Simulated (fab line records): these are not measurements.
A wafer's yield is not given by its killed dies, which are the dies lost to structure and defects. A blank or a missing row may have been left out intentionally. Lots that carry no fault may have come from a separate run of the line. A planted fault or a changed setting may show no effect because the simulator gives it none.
8D (eight disciplines) problem report, filled in by code ; flow sky130 ; the parts of the form that need people (team, actions taken, sign-off) are left out

## 1. THE PROBLEM
Wafers free of any fault read 2559 (standard deviation 17) for LDD_N_TW at SKY_LDD_N_TW_MEAS_17, against a mean of 2655 on 6 wafers of 2 lots. Measured from the usual mean, that is +5.6 standard deviations.
First seen on wafer L662.1, day 22 10:28, on filmMetro-03. At this step, 33 wafers from 11 lots have a number in the record. Rule for "out", or "out of limits": more than 4 standard deviations from the usual mean. All remaining wafers that have a number are taken as sound.

## 2. WHAT IT IS, AND WHAT IT ISN'T
question;is;is not
which readings at this step;LDD_N_TW;-
which lots;L662, L663;L653, L658, L666, L667, L668, L669, L671, L672, L674
which wafers of those lots;all that have a number;-
read on which gauges;filmMetro-01, filmMetro-03;filmMetro-02
when;from day 22 10:28;"up to then (6 sound wafers); but 21 sound wafers of L666, L667, L668, L669, L671, L672, L674 came after"

## 3. SUSPECTS, AND WHAT RULES EACH OUT
Counting: a tool stays on the suspect list if, at a process step up to the reading, it processed all lots that are out and no sound lot following the first of them.
- the gauge at SKY_LDD_N_TW_MEAS_17 has been ruled out. Those wafers that are out were read across 2 gauges (filmMetro-01, filmMetro-03).
- implanter-04 at SKY_LDD_N_IMPLANT_08: ruled out as a lasting fault. Sound lots L672 ran on it after its first lot that is out, L662 (day 22 09:10).
- plasmaAsher-02 at SKY_LDD_N_STRIP_16 (strips in O2/N2): ruled out as a lasting fault. Sound lots L667, L668, L674 ran on it after its first lot that is out, L662 (day 22 10:22).
Left after counting: nothing in the record.

## 4. THE CAUSE (what the simulator had put in)
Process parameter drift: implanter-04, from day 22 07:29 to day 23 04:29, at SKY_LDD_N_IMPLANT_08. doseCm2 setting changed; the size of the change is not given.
The count ruled it out by mistake, since the rule takes a fault to strike every lot its tool runs from the start of the fault on, and this one did not do so.

## 5. THE EFFECT CHAIN, in route order
One row per reading whose mean, taken over the struck wafers that have a number, lies over 3 standard deviations from the usual. Scope: only readings with a usual standard deviation given in the record; hours: median across lots of the time from each lot's start at the first step in this table that gives one to its start at this step; sigmas: change in usual standard deviations.
hours;step;reading;usual;on struck wafers;change;sigmas
0;SKY_LDD_N_IMPLANT_08;beamOnS;10.00 s;17.28;+7.28;+38
0;SKY_LDD_N_IMPLANT_08;doseIonsCm2;7.501e+13;1.469e+14;+7.192e+13;+99 or more
0;SKY_LDD_N_IMPLANT_08;faradayCurrentUA;423;479;+56;+7.2
1;SKY_LDD_N_STRIP_16;stripTimeToEndpointS;4.321 s;4.519;+0.198;+14
1;SKY_LDD_N_TW_MEAS_17;LDD_N_TW;2559;2655;+96;+5.6
Process steps it contains:
- SKY_LDD_N_IMPLANT_08
- SKY_LDD_N_STRIP_16: strips in O2/N2.

## 6. HOW IT WOULD HAVE BEEN CAUGHT EARLIER
3 hours passed between the start of the fault at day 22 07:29 and the first reading out of limits at a measuring or inspecting step in this record, taken at day 22 10:28.
The tool's own readings at SKY_LDD_N_IMPLANT_08 were out on every struck wafer that the step has a row for (beamOnS, doseIonsCm2, faradayCurrentUA): an alarm limit on them would have fired on the first of those.
